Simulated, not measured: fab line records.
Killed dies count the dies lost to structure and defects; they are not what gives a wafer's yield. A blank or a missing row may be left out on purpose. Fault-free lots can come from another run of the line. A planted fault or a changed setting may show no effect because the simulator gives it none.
One fault seen from 2 desks / flow sky130 / each desk holds nothing but its own numbers, with what lay behind them at the end

== FROM THE METROLOGY DESK ==
Lot by lot, what the gauges showed, no matter which tool ran the lot: averages of those sampled wafers that carry a number. Any lot whose mean is over 4 standard deviations away from the usual mean is out of limits and marked OUT; that distance is given in the brackets.
Columns: A = POLY_GATE_TW at SKY_RES_PROTECT_TW_MEAS_08, usual 4059; B = LDD_HVP_TW at SKY_LDD_HVP_TW_MEAS_10, usual 457.6; C = LDD_LDN_TW at SKY_LDD_LDN_TW_MEAS_13, usual 1481
lot=L980; first seen here=day 15 15:34; A=4081; B=459.7; C=1488
lot=L983; first seen here=day 15 22:06; A=4093; B=458.9; C=1472
lot=L985; first seen here=day 16 16:50; A=4060; B=462.0; C=1487
lot=L986; first seen here=day 17 06:25; A=4065; B=460.2; C=1471
lot=L988; first seen here=day 18 08:28; A=4048; B=460.1; C=1472
lot=L991; first seen here=day 19 10:23; A=4033; B=455.0; C=1483
lot=L992; first seen here=day 19 16:14; A=4051; B=457.4; C=1357 (-16) OUT
lot=L993; first seen here=day 20 05:05; A=4040; B=457.8; C=1356 (-16) OUT
lot=L995; first seen here=day 20 11:19; A=4036; B=458.1; C=1484
lot=L997; first seen here=day 21 05:35; A=4058; B=456.6; C=1472
lot=L998; first seen here=day 21 15:06; A=4028; B=455.7; C=1490
lot=L101; first seen here=day 22 08:34; A=4070; B=458.0; C=1487
lot=L102; first seen here=day 23 02:05; A=4084; B=455.6; C=1484
lot=L103; first seen here=day 23 06:52; A=4055; B=455.1; C=1485
Per this desk, out of limits: L992, L993; the first was L992, day 27 11:14 (LDD_LDN_TW at SKY_LDD_LDN_TW_MEAS_13). In limits: L980, L983, L985, L986, L988, L991, L995, L997, L998, L101, L102, L103.

== DESK OF THE TOOL OWNER: implanter-01 ==
For each lot that ran on this tool, the mean over its sampled wafers that have a number, from the tool's own readings at SKY_LDD_LDN_IMPLANT_11. Any lot whose mean is over 4 standard deviations away from the usual mean is out of limits and marked OUT; that distance is given in the brackets.
Columns: A = beam energy keV at SKY_LDD_LDN_IMPLANT_11, usual 15.000; B = beam on s at SKY_LDD_LDN_IMPLANT_11, usual 10.00 s
lot=L983; first seen here=day 23 17:53; A=14.997; B=10.00
lot=L995; first seen here=day 28 07:27; A=14.999; B=10.14
lot=L102; first seen here=day 30 16:41; A=14.997; B=10.13
Finding of this desk: none of the 3 lots has anything out of limits.

== ALL TOGETHER ==
Metrology desk: alarm possible at day 27 11:14 on L992, L993.
The tool owner's desk saw nothing out of limits.
The tool owner's desk has no number on record for L992, L993.
All the named lots went through SKY_LDD_LDN_IMPLANT_11 on implanter-01.

== WHAT WAS PUT IN BY THE SIMULATOR ==
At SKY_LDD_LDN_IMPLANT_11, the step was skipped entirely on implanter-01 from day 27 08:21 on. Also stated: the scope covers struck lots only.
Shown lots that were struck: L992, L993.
Time in hours between the start of the fault and the first out-of-limits reading at each desk: metrology desk, 3.
